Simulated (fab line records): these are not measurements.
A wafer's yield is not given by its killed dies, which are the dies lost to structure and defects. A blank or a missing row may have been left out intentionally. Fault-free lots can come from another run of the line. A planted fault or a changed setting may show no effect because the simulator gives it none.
fab line records | flow sfq-line
record: lots: 6 wafers: 18 last-day: 82
route steps=325 shown R5@216 I5@228 C5@240 M6@251
lots that met no fault: from a run of the same line without faults
start-h: hours from the record's first day to the start of the lot's first wafer shown | wait-h: how many hours have passed since the lot's step before this one | " identical to the entry in the row above | L1.1+2: one row covering several wafers at once | - no value, or no start given | * or withheld: withheld | < > ~ a bound
route shown NAME@n: names a module that has steps shown in the file, with the first one's number in the route | usual: mean and standard deviation over wafers with no fault | same: alike in all rows | chamber/n: place in a boat | sites: readings site by site | _std_site: standard deviation across them | _edge_site: the outer-site mean with the inner-site mean subtracted | radius-mm: how far each site lies from the wafer's centre | mask NAME#n: copy n | behind: the tool/chamber that last shaped the wafer | hold: what put the lot on hold/how long, in hours/how the hold closed | device: the n, p or np transistor that did not switch | end of line: the route-end tests of the same wafers | a step without rows: its recipe alone | killed: the dies lost at the first sort to structure and to defects; this is not the yield of the wafer | map: a wafer's dies, x killed, . not, _ none there
set.NAME: the setting as run; set.NAME@STEP: as run at that earlier step | model.NAME: the simulator's own value behind a step, which no gauge read
lots seen at some steps along the route; tables by step, rows by wafer
services: from which hour (start-h, from the record's first day; less than 0 if before it) a tool's chamber was out of use, for how many hours, and why
== steps ==
step: SFQ_R5_THK_MEAS_934
recipe: thk-meas-gauge: xrf reads: MoNx_of_TRILAYER_R5_DEP_SPUTTER_133
usual: R5_MONX_THK: 38.8/0.53
columns lot.wafer tool chamber start-h wait-h R5_MONX_THK[nm]
L237.1 film-metro-02 - 1409.56 0.1 38.8
L237.2 " - " " 39.2
L237.3 " - " " 38.9
L239.1 film-metro-04 - 1412.56 0.1 37.9
L239.4 " - " " 38.0
L239.5 " - " " 38.3
L246.1 film-metro-04 - 1476.91 0.1 38.9
L246.3 " - " " 38.5
L246.6 " - " " 38.4
L248.2 film-metro-02 - 1489.36 0.1 39.2
L248.3 " - " " 38.6
L248.4 " - " " 39.3
L250.4 film-metro-03 - 1529.14 0.1 39.3
L250.5 " - " " 39.6
L250.6 " - " " 39.4
L253.3 film-metro-03 - 1643.06 0.1 38.4
L253.4 " - " " 38.7
L253.6 " - " " 38.7
step: SFQ_TRILAYER_R5_LITHO_COAT_141
recipe: resist: BARC spin-rpm: 3000 resist-thk-nm: 62
step: SFQ_TRILAYER_R5_LITHO_COAT_136
recipe: resist: KrF spin-rpm: 3000 resist-thk-nm: 600
step: SFQ_TRILAYER_R5_LITHO_SOFTBAKE_140
recipe: temp-c: withheld time-s: withheld resist: KrF
step: SFQ_TRILAYER_R5_LITHO_EXPOSE_137
recipe: mask-id: R5 na: 0.6 source-shape: conventional sigma-outer: 0.65 target-cd-nm: 500 dose-mj: 14.4
step: SFQ_TRILAYER_R5_LITHO_PEB_139
recipe: peb-temp-c: 115 peb-time-s: 60 resist: KrF
step: SFQ_TRILAYER_R5_LITHO_DEVELOP_138
recipe: time-s: 60 resist: KrF
step: SFQ_R5_OVL_MEAS_935
usual: R5_OVL: -2/4.7
columns lot.wafer tool chamber start-h wait-h R5_OVL[nm]
L237.1 overlay-02 - 1432.52 0.1 -3
L237.2 " - " " -6
L237.3 " - " " 1
L239.1 overlay-02 - 1436.12 0.1 -6
L239.4 " - " " -9
L239.5 " - " " -8
L246.1 overlay-01 - 1614.15 0.1 0
L246.3 " - " " -5
L246.6 " - " " -1
L248.2 overlay-01 - 1616.56 0.1 -7
L248.3 " - " " -3
L248.4 " - " " -9
L250.4 overlay-01 - 1623.77 0.1 -6
L250.5 " - " " -5
L250.6 " - " " -4
L253.3 overlay-01 - 1666.98 0.1 4
L253.4 " - " " 0
L253.6 " - " " 0
step: SFQ_TRILAYER_R5_BARC_OPEN_METAL_ETCH_177
recipe: mask-material: PR chemistry: O2 target-depth-nm: 125 target: BARC icp-w: 600 bias-w: 80 pressure-mtorr: 10 time-s: 41.7
step: SFQ_TRILAYER_R5_ETCH_METAL_ETCH_139
recipe: stop-on: SiO2 mask-material: PR chemistry: Cl2 target-depth-nm: 60 icp-w: 600 bias-w: 80 pressure-mtorr: 10 time-s: 40
usual: bias-w: 79.95/0.23 drypump-motor-current-A: 5.5/0.56 he-backside-leak-sccm: 3.5/0.34 oes-product-au: 0.992/0.0052 rf-fwd-power-W: 594.1/2.5
columns lot.wafer tool chamber start-h wait-h bias-w drypump-motor-current-A he-backside-leak-sccm oes-product-au rf-fwd-power-W rf-hours-counter-h
L237.1 rie-metal-04 1 1432.61 0.0 80.07 5.0 3.7 0.998 593.2 137
L237.2 " 0 " " 80.14 5.3 3.8 1.003 594.2 66
L237.3 " 0 " " 80.28 5.3 3.7 0.985 593.4 -
L239.1 rie-metal-04 1 1436.21 0.0 80.33 5.0 3.4 1.003 591.8 137
L239.4 " 0 " " 79.98 5.2 3.8 0.992 594.9 -
L239.5 " 0 " " 79.68 5.2 3.7 0.993 593.0 -
L246.1 rie-metal-03 0 1614.25 0.0 79.97 6.1 3.3 0.993 600.6 40
L246.3 " 1 " " 80.10 5.0 3.2 0.983 592.9 -
L246.6 " 1 " " 80.22 4.9 3.3 0.993 592.6 -
L248.2 rie-metal-03 0 1616.65 0.0 79.54 6.1 3.3 0.993 597.6 40
L248.3 " 0 " " 79.88 6.1 3.3 1.003 593.9 -
L248.4 " 1 " " 79.90 4.9 3.3 0.983 594.2 -
L250.4 rie-metal-02 0 1623.87 0.0 80.32 6.4 3.5 0.986 596.9 -
L250.5 " 1 " " 79.99 5.6 3.4 0.992 587.8 -
L250.6 " 0 " " 80.10 6.4 3.5 0.994 592.8 -
L253.3 rie-metal-04 0 1667.08 0.0 80.09 5.2 3.8 0.997 595.4 -
L253.4 " 1 " " 79.53 5.0 3.6 0.995 592.8 -
L253.6 " 0 " " 80.11 5.3 4.1 0.999 597.0 -
step: SFQ_TRILAYER_R5_STRIP_STRIP_140
recipe: gas: O2 power-w: 200 platen-temp-c: 40 overash-fraction: 0.65 chemistry: O2 pressure-mtorr: 50
step: SFQ_TRILAYER_R5_STRIP_SOLV_CLEAN_141
recipe: chemistry: NMP temp-c: 70 time-s: 600
step: SFQ_TRILAYER_A5C_DEP_PECVD_142
recipe: material: SiO2 temp-c: 150 time-s: 15.556 pressure-torr: 2.4 rf-w: 183.3 precursor: SiH4/N2O target-thk-nm: 70
usual: heater-power-w: 82/21 rf-fwd-power-W: 180.4/0.96 throttle-valve-pct: 25.2/1.4
columns lot.wafer tool chamber start-h wait-h heater-power-w rf-fwd-power-W since-wet-clean-h throttle-valve-pct model.SiO2_of_TRILAYER_A5C_DEP_PECVD_142.thk-nm
L237.1 pecvd-02 2 1433.46 0.0 88 180.0 856 24.9 70.12
L237.2 " 0 " " 115 179.5 856 25.9 70.77
L237.3 " 1 " " 82 179.7 856 26.4 70.22
L239.1 pecvd-01 0 1437.05 0.0 54 181.2 106 22.2 68.62
L239.4 " 2 " " 112 180.0 - 23.9 72.32
L239.5 " 0 " " 54 181.4 - 22.4 71.04
L246.1 pecvd-03 2 1615.08 0.0 58 180.0 1407 27.0 70.67
L246.3 " 1 " " 81 182.3 1407 26.4 69.8
L246.6 " 0 " " 88 180.6 - 25.0 71.69
L248.2 pecvd-01 1 1617.48 0.0 59 180.6 287 25.1 69.76
L248.3 " 2 " " 105 179.1 287 24.0 71.26
L248.4 " 2 " " 107 179.6 - 24.2 71.91
L250.4 pecvd-01 1 1624.70 0.0 62 182.0 - 25.7 72.31
L250.5 " 2 " " 120 179.7 - 24.0 72.51
L250.6 " 0 " " 61 181.4 - 22.7 72.15
L253.3 pecvd-02 2 1667.89 0.0 81 179.2 1090 25.5 68.72
L253.4 " 0 " " 117 179.2 - 26.0 69.9
L253.6 " 2 " " 82 179.5 - 25.1 70.21
step: SFQ_TRILAYER_I5_LITHO_COAT_149
recipe: resist: BARC spin-rpm: 3000 resist-thk-nm: 62
step: SFQ_TRILAYER_I5_LITHO_COAT_144
recipe: resist: KrF spin-rpm: 3000 resist-thk-nm: 650
step: SFQ_TRILAYER_I5_LITHO_SOFTBAKE_148
recipe: temp-c: withheld time-s: withheld resist: KrF
step: SFQ_TRILAYER_I5_LITHO_EXPOSE_145
recipe: mask-id: I5 na: 0.6 source-shape: conventional sigma-outer: 0.65 target-cd-nm: 700 dose-mj: 21.3
step: SFQ_TRILAYER_I5_LITHO_PEB_147
recipe: peb-temp-c: 115 peb-time-s: 60 resist: KrF
step: SFQ_TRILAYER_I5_LITHO_DEVELOP_146
recipe: time-s: 60 resist: KrF
step: SFQ_I5_OVL_MEAS_936
usual: I5_OVL: -1/4.8
columns lot.wafer tool chamber start-h wait-h I5_OVL[nm]
L237.1 overlay-02 - 1457.72 0.1 -1
L237.2 " - " " -1
L237.3 " - " " 6
L239.1 overlay-02 - 1462.52 0.1 -1
L239.4 " - " " -2
L239.5 " - " " -2
L246.1 overlay-01 - 1648.97 0.1 5
L246.3 " - " " -2
L246.6 " - " " -8
L248.2 overlay-01 - 1651.37 0.1 2
L248.3 " - " " -3
L248.4 " - " " 2
L250.4 overlay-01 - 1654.98 0.1 -5
L250.5 " - " " -5
L250.6 " - " " -8
L253.3 overlay-02 - 1696.61 0.1 -8
L253.4 " - " " -6
L253.6 " - " " -6
step: SFQ_TRILAYER_I5_BARC_OPEN_VIA_ETCH_200
recipe: mask-material: PR chemistry: O2 target-depth-nm: 125 target: BARC source-w: 500 bias-w: 80 pressure-mtorr: 30 time-s: 41.7
usual: bias-w: 80.03/0.26 drypump-motor-current-A: 5.8/0.55 oes-product-au: 0.686/0.0046 rf-fwd-power-W: 494.4/2.5
columns lot.wafer tool chamber start-h wait-h bias-w drypump-motor-current-A oes-product-au rf-fwd-power-W rf-hours-counter-h
L237.1 rie-diel-04 0 1457.75 0.0 79.83 5.6 0.687 494.3 15
L237.2 " 3 " " 79.57 6.2 0.690 495.5 12
L237.3 " 2 " " 80.07 5.7 0.688 495.3 18
L239.1 rie-diel-04 1 1462.55 0.0 80.06 6.2 0.685 492.9 7
L239.4 " 0 " " 79.65 5.6 0.692 494.0 15
L239.5 " 0 " " 79.78 5.5 0.692 492.1 -
L246.1 rie-diel-03 2 1649.00 0.0 79.90 6.5 0.683 494.4 3
L246.3 " 3 " " 79.91 5.2 0.683 491.8 0
L246.6 " 3 " " 80.16 5.2 0.681 490.9 -
L248.2 rie-diel-04 3 1651.40 0.0 80.02 6.3 0.689 493.2 15
L248.3 " 2 " " 79.83 5.6 0.689 493.7 21
L248.4 " 1 " " 80.61 6.3 0.684 491.9 10
L250.4 rie-diel-01 0 1655.00 0.0 79.90 5.7 0.683 497.6 8
L250.5 " 0 " " 79.76 5.7 0.683 496.8 -
L250.6 " 3 " " 80.15 6.5 0.682 497.3 -
L253.3 rie-diel-01 1 1696.64 0.0 80.05 4.7 0.691 495.9 10
L253.4 " 2 " " 80.40 5.6 0.693 493.9 -
L253.6 " 3 " " 80.13 6.5 0.687 495.9 -
step: SFQ_TRILAYER_I5_ETCH_VIA_ETCH_147
recipe: stop-on: Nb mask-material: PR chemistry: CHF3 target-depth-nm: 360 source-w: 500 bias-w: 80 pressure-mtorr: 30 time-s: withheld
usual: bias-w: 79.99/0.25 drypump-motor-current-A: 5.8/0.55 oes-product-au: 0.990/0.0054 rf-fwd-power-W: 498.8/1.6
columns lot.wafer tool chamber start-h wait-h bias-w drypump-motor-current-A oes-product-au rf-fwd-power-W
L237.1 rie-diel-04 0 1457.79 0.0 80.14 5.5 0.992 497.4
L237.2 " 3 " " 79.70 6.3 0.982 496.7
L237.3 " 2 " " 80.35 5.7 0.985 496.9
L239.1 rie-diel-04 1 1462.59 0.0 80.48 6.2 0.995 498.2
L239.4 " 0 " " 80.00 5.5 0.991 497.3
L239.5 " 0 " " 79.85 5.5 0.986 496.2
L246.1 rie-diel-03 2 1649.04 0.0 79.82 6.5 0.982 497.4
L246.3 " 3 " " 79.79 5.2 0.991 496.7
L246.6 " 3 " " 79.72 5.2 0.994 496.9
L248.2 rie-diel-04 3 1651.44 0.0 79.54 6.3 0.989 497.8
L248.3 " 2 " " 79.39 5.7 0.993 497.7
L248.4 " 1 " " 79.60 6.2 0.987 497.1
L250.4 rie-diel-01 0 1655.04 0.0 80.05 5.7 0.992 498.8
L250.5 " 0 " " 80.16 5.7 0.998 499.0
L250.6 " 3 " " 79.89 6.5 0.996 503.0
L253.3 rie-diel-01 1 1696.68 0.0 79.64 4.7 0.992 500.7
L253.4 " 2 " " 80.32 5.7 0.984 497.3
L253.6 " 3 " " 80.08 6.5 0.986 502.5
step: SFQ_TRILAYER_I5_STRIP_STRIP_148
recipe: gas: O2 power-w: 200 platen-temp-c: 40 overash-fraction: 0.65 chemistry: O2 pressure-mtorr: 50
step: SFQ_TRILAYER_I5_STRIP_SOLV_CLEAN_149
recipe: chemistry: NMP temp-c: 70 time-s: 600
step: SFQ_TRILAYER_C5_LITHO_COAT_156
recipe: resist: BARC spin-rpm: 3000 resist-thk-nm: 62
step: SFQ_TRILAYER_C5_LITHO_COAT_151
recipe: resist: KrF spin-rpm: 3000 resist-thk-nm: 650
step: SFQ_TRILAYER_C5_LITHO_SOFTBAKE_155
recipe: temp-c: withheld time-s: withheld resist: KrF
step: SFQ_TRILAYER_C5_LITHO_EXPOSE_152
recipe: mask-id: C5 na: 0.6 source-shape: conventional sigma-outer: 0.65 target-cd-nm: 500 dose-mj: 21.3
step: SFQ_TRILAYER_C5_LITHO_PEB_154
recipe: peb-temp-c: 115 peb-time-s: 60 resist: KrF
step: SFQ_TRILAYER_C5_LITHO_DEVELOP_153
recipe: time-s: 60 resist: KrF
step: SFQ_C5_OVL_MEAS_937
usual: C5_OVL: -3/6.2
columns lot.wafer tool chamber start-h wait-h C5_OVL[nm]
L237.1 overlay-02 - 1599.33 0.1 -5
L237.2 " - " " -6
L237.3 " - " " -1
L239.1 overlay-01 - 1605.33 0.1 3
L239.4 " - " " -4
L239.5 " - " " 0
L246.1 overlay-01 - 1676.20 0.1 1
L246.3 " - " " 7
L246.6 " - " " -2
L248.2 overlay-02 - 1679.81 0.1 0
L248.3 " - " " 2
L248.4 " - " " -5
L250.4 overlay-02 - 1683.42 0.1 -3
L250.5 " - " " 3
L250.6 " - " " -5
L253.3 overlay-02 - 1725.21 0.1 -16
L253.4 " - " " -8
L253.6 " - " " -4
step: SFQ_TRILAYER_C5_BARC_OPEN_VIA_ETCH_210
recipe: mask-material: PR chemistry: O2 target-depth-nm: 125 target: BARC source-w: 500 bias-w: 80 pressure-mtorr: 30 time-s: 41.7
usual: bias-w: 80.01/0.24 drypump-motor-current-A: 5.7/0.66 oes-product-au: 0.685/0.0049 rf-fwd-power-W: 494.5/2.5
columns lot.wafer tool chamber start-h wait-h bias-w drypump-motor-current-A oes-product-au rf-fwd-power-W rf-hours-counter-h
L237.1 rie-diel-03 1 1599.37 0.0 79.61 6.5 0.687 491.8 14
L237.2 " 0 " " 79.81 5.0 0.694 495.9 7
L237.3 " 2 " " 79.92 6.5 0.688 490.4 2
L239.1 rie-diel-01 3 1605.37 0.0 80.65 6.5 0.684 495.5 12
L239.4 " 1 " " 80.42 4.7 0.684 496.4 -
L239.5 " 0 " " 80.15 5.7 0.681 494.9 -
L246.1 rie-diel-01 2 1676.24 0.0 79.86 5.6 0.678 495.1 1
L246.3 " 2 " " 80.20 5.6 0.694 494.3 -
L246.6 " 3 " " 79.82 6.5 0.679 496.5 -
L248.2 rie-diel-02 1 1679.84 0.0 79.66 4.8 0.687 496.9 17
L248.3 " 0 " " 79.84 6.4 0.683 495.0 18
L248.4 " 2 " " 79.97 5.6 0.683 496.3 3
L250.4 rie-diel-02 1 1683.44 0.0 80.38 4.8 0.687 494.3 17
L250.5 " 1 " " 80.19 4.8 0.694 494.0 -
L250.6 " 2 " " 80.16 5.6 0.675 492.9 -
L253.3 rie-diel-03 1 1725.24 0.0 80.18 6.5 0.684 492.3 17
L253.4 " 3 " " 79.91 5.2 0.693 489.3 2
L253.6 " 1 " " 79.69 6.5 0.687 492.9 -
step: SFQ_TRILAYER_C5_ETCH_VIA_ETCH_154
recipe: target: SiO2 mask-material: PR chemistry: CHF3 target-depth-nm: 84 source-w: 500 bias-w: 80 pressure-mtorr: 30 time-s: withheld stop-on: Nb
usual: bias-w: 79.95/0.22 drypump-motor-current-A: 5.7/0.66 oes-product-au: 0.895/0.0082 rf-fwd-power-W: 495.3/2.4
columns lot.wafer tool chamber start-h wait-h bias-w drypump-motor-current-A oes-product-au rf-fwd-power-W model.C5.feature-depth-nm model.etch.depth-nm
L237.1 rie-diel-03 1 1599.41 0.0 79.66 6.5 0.892 494.8 70.12 70.12
L237.2 " 0 " " 79.94 5.1 0.901 498.1 70.77 70.77
L237.3 " 2 " " 80.77 6.5 0.894 493.4 70.22 70.22
L239.1 rie-diel-01 3 1605.41 0.0 79.87 6.5 0.885 495.3 68.62 68.62
L239.4 " 1 " " 79.87 4.7 0.915 495.9 72.32 72.32
L239.5 " 0 " " 79.93 5.7 0.899 498.2 71.04 71.04
L246.1 rie-diel-01 2 1676.30 0.0 79.84 5.6 0.905 495.2 70.67 70.67
L246.3 " 2 " " 79.64 5.6 0.891 494.7 69.8 69.8
L246.6 " 3 " " 79.74 6.5 0.905 493.8 71.69 71.69
L248.2 rie-diel-02 1 1679.88 0.0 80.06 4.8 0.902 496.9 69.76 69.76
L248.3 " 0 " " 80.01 6.4 0.902 498.7 71.26 71.26
L248.4 " 2 " " 80.18 5.6 0.916 495.5 71.91 71.91
L250.4 rie-diel-02 1 1683.48 0.0 80.31 4.8 0.914 497.6 72.31 72.31
L250.5 " 1 " " 80.27 4.8 0.913 494.8 72.51 72.51
L250.6 " 2 " " 80.19 5.6 0.911 492.7 72.15 72.15
L253.3 rie-diel-03 1 1725.28 0.0 80.05 6.5 0.883 494.3 68.72 68.72
L253.4 " 3 " " 80.03 5.2 0.898 491.0 69.9 69.9
L253.6 " 1 " " 80.07 6.5 0.904 495.1 70.21 70.21
step: SFQ_TRILAYER_C5_STRIP_STRIP_155
recipe: gas: O2 power-w: 200 platen-temp-c: 40 overash-fraction: 0.65 chemistry: O2 pressure-mtorr: 50
usual: drypump-motor-current-A: 5.7/0.48 he-backside-leak-sccm: 3.6/0.39 oes-product-au: 1.000/0.0083
columns lot.wafer tool chamber start-h wait-h drypump-motor-current-A he-backside-leak-sccm oes-product-au rf-hours-counter-h
L237.1 rie-metal-04 0 1599.46 - 5.3 4.0 1.008 91
L237.2 " 1 " " 5.0 3.4 1.004 11
L237.3 " 1 " " 5.0 6.7 0.993 -
L239.1 rie-metal-01 0 1605.46 - 6.1 3.7 0.990 83
L239.4 " 0 " " 6.1 3.6 0.993 -
L239.5 " 0 " " 6.1 3.6 1.009 -
L246.1 rie-metal-02 1 1676.37 - 5.6 3.4 0.994 38
L246.3 " 1 " " 5.6 3.3 1.006 -
L246.6 " 0 " " 6.4 3.6 1.001 -
L248.2 rie-metal-01 1 1679.93 - 5.5 3.5 1.000 43
L248.3 " 1 " " 5.5 3.7 0.989 -
L248.4 " 0 " " 6.1 3.7 0.999 -
L250.4 rie-metal-01 0 1683.73 - 6.1 3.8 0.994 -
L250.5 " 0 " " 6.1 3.9 0.998 -
L250.6 " 1 " " 5.5 5.8 0.987 -
L253.3 rie-metal-01 0 1725.53 - 6.1 3.9 0.990 -
L253.4 " 1 " " 5.5 3.5 0.985 -
L253.6 " 1 " " 5.5 3.7 0.994 -
step: SFQ_TRILAYER_C5_STRIP_SOLV_CLEAN_156
recipe: chemistry: NMP temp-c: 70 time-s: 600
step: SFQ_TRILAYER_M6_DEP_PRE_CLEAN_158
recipe: gas: Ar time-s: 22.5 bias-v: 250
columns lot.wafer tool chamber start-h wait-h model.SiO2_of_TRILAYER_A5C_DEP_PECVD_142.thk-nm
L237.1 pvd-sputter-04 - 1600.25 0.0 62.62
L237.2 " - " " 63.27
L237.3 " - " " 62.72
L239.1 pvd-sputter-05 - 1606.23 0.0 61.12
L239.4 " - " " 64.82
L239.5 " - " " 63.54
L246.1 pvd-sputter-06 - 1677.15 0.0 63.17
L246.3 " - " " 62.3
L246.6 " - " " 64.19
L248.2 pvd-sputter-06 - 1680.70 0.0 62.27
L248.3 " - " " 63.76
L248.4 " - " " 64.41
L250.4 pvd-sputter-04 - 1684.30 0.0 64.81
L250.5 " - " " 65.01
L250.6 " - " " 64.65
L253.3 pvd-sputter-06 - 1726.10 0.0 61.22
L253.4 " - " " 62.41
L253.6 " - " " 62.71
step: SFQ_TRILAYER_M6_DEP_SPUTTER_157
recipe: material: Nb base-pressure-pa: 1.33e-06 chamber-pressure-pa: 0.1333 substrate-temp-c: 20 target-thk-nm: 200 power-w: 2000 time-s: 133.3
== services ==
columns tool chamber start-h hours kind
rie-diel-04 3 1414.12 7.2 repair
rie-diel-02 3 1426.18 2.5 repair
rie-diel-04 1 1446.55 7.7 repair
rie-diel-01 1 1451.93 2.8 repair
rie-metal-04 0 1467.35 1.2 repair
rie-metal-01 0 1473.61 1.1 repair
rie-diel-02 1 1474.56 4.7 repair
rie-diel-03 1 1485.58 1.5 repair
rie-diel-01 3 1491.53 1.5 repair
rie-diel-01 2 1496.29 3.1 repair
rie-diel-04 - 1499.06 0.3 repair
rie-metal-04 1 1516.00 26.5 repair
rie-diel-04 0 1529.37 6.6 repair
rie-diel-02 0 1542.39 7.6 repair
rie-diel-01 2 1544.30 1.2 repair
rie-diel-01 3 1583.32 10.3 repair
rie-diel-04 3 1587.93 18.5 repair
rie-diel-04 2 1627.83 3.0 repair
rie-diel-01 1 1658.92 2.2 repair
rie-diel-01 0 1659.52 23.0 repair
rie-diel-01 1 1671.54 7.3 repair
rie-diel-04 0 1676.67 16.9 repair
rie-diel-04 3 1683.20 5.0 repair
rie-diel-01 0 1689.57 8.2 repair
== key ==
first-sign none at tools or gauges
model-effect: step: SFQ_TRILAYER_A5C_DEP_PECVD_142 value: SiO2_of_TRILAYER_A5C_DEP_PECVD_142.thk-nm without: 69.24 struck: 71.65
model-effect: step: SFQ_TRILAYER_C5_ETCH_VIA_ETCH_154 value: C5.feature-depth-nm without: 69.24 struck: 71.65
model-effect: step: SFQ_TRILAYER_M6_DEP_PRE_CLEAN_158 value: SiO2_of_TRILAYER_A5C_DEP_PECVD_142.thk-nm without: 61.74 struck: 64.15
met-at SFQ_TRILAYER_A5C_DEP_PECVD_142
struck-wafers L248.2,L248.3,L248.4,L250.4,L250.5,L250.6
onset-between 1437.05 1617.48
fault: kind: process-parameter-drift tool: pecvd-01 chamber: - onset-h: 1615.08 steps: SFQ_TRILAYER_A5C_DEP_PECVD_142 channel: time-s offset: * shape: step end-h: 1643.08 acts-in: * stated: *
